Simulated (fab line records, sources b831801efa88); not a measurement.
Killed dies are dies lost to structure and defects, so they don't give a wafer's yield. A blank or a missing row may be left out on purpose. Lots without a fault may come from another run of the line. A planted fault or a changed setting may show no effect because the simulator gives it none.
Chamber matching | flow gf180mcu | GF_V4_CMP_26 on cmp-01: 4 sister chambers
The step polishes, stops on SiO2, t overpolish 15 s, target thk 0 nm. 16 wafers are shown with their chamber, then 8 later ones without.

WAFERS WITH THEIR CHAMBER
wafer  | chamber | motor_current_A (A) | time_to_endpoint_s (s) | slurry_flow_ml_min
L216.2 | 0       | 10.3                | 82                     | 149.7
L216.5 | 1       | 9.1                 | 79                     | 150.6
L216.6 | 0       | 10.2                | 86                     | 150.0
L217.1 | 1       | 9.1                 | 83                     | 150.6
L217.2 | 3       | 10.7                | 79                     | 149.6
L217.4 | 2       | 9.8                 | 81                     | 150.3
L219.1 | 1       | 8.8                 | 85                     | 149.6
L219.2 | 3       | 10.4                | 85                     | 150.1
L219.4 | 0       | 10.7                | 90                     | 149.4
L226.1 | 1       | 9.5                 | 83                     | 150.1
L226.3 | 2       | 10.5                | 84                     | 149.7
L226.5 | 1       | 8.9                 | 81                     | 151.0
L229.2 | 3       | 10.4                | 85                     | 150.0
L229.3 | 0       | 10.8                | 92                     | 150.1
L229.5 | 2       | 10.0                | 89                     | 149.2
L232.1 | 1       | 9.7                 | 90                     | 149.3

SIGNATURES (means of the wafers above)
reading            | chamber 0 | chamber 1 | chamber 2 | chamber 3 | scatter within a chamber
motor_current_A    | 10.500    | 9.183     | 10.100    | 10.500    | 0.315
time_to_endpoint_s | 87.50     | 83.50     | 84.67     | 83.00     | 3.95
slurry_flow_ml_min | 149.800   | 150.200   | 149.733   | 149.900   | 0.515
Rule: a wafer's distance from a chamber is the root of the sum, over the readings, of the square of ((its reading less the chamber's mean) divided by the reading's scatter). The wafer belongs to the nearest chamber; if the next one is less than 2 further off, it can't be placed. The scatter: the root of (the sum of the squares of (reading less its chamber's mean) over the shown wafers, divided by (wafers less chambers)).

WAFERS WITHOUT THEIR CHAMBER
wafer  | motor_current_A (A) | time_to_endpoint_s (s) | slurry_flow_ml_min
L232.3 | 10.6                | 85                     | 150.2
L232.6 | 10.3                | 95                     | 150.2
L233.1 | 10.8                | 90                     | 150.1
L233.3 | 10.3                | 90                     | 149.4
L233.6 | 10.2                | 94                     | 149.7
L235.1 | 11.1                | 83                     | 150.4
L235.4 | 9.9                 | 90                     | 150.2
L235.6 | 9.0                 | 87                     | 149.3

WHICH CHAMBER EACH WENT THROUGH
wafer  | from the rows above               | in truth
L232.3 | can't be placed: 3 or 0 or 2      | 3
L232.6 | can't be placed: 0 or 2 or 3      | 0
L233.1 | can't be placed: 0 or 3 or 2      | 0
L233.3 | can't be placed: 0 or 2 or 3      | 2
L233.6 | can't be placed: 0 or 2 or 3      | 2
L235.1 | can't be placed: 3 or 0 or 2      | 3
L235.4 | can't be placed: 2 or 0 or 3 or 1 | 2
L235.6 | can't be placed: 1 or 2           | 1
Placed correctly: 0 of 8. Can't be placed from these rows: 8 (the true chamber is among the candidates in 8). Placed wrongly: 0.
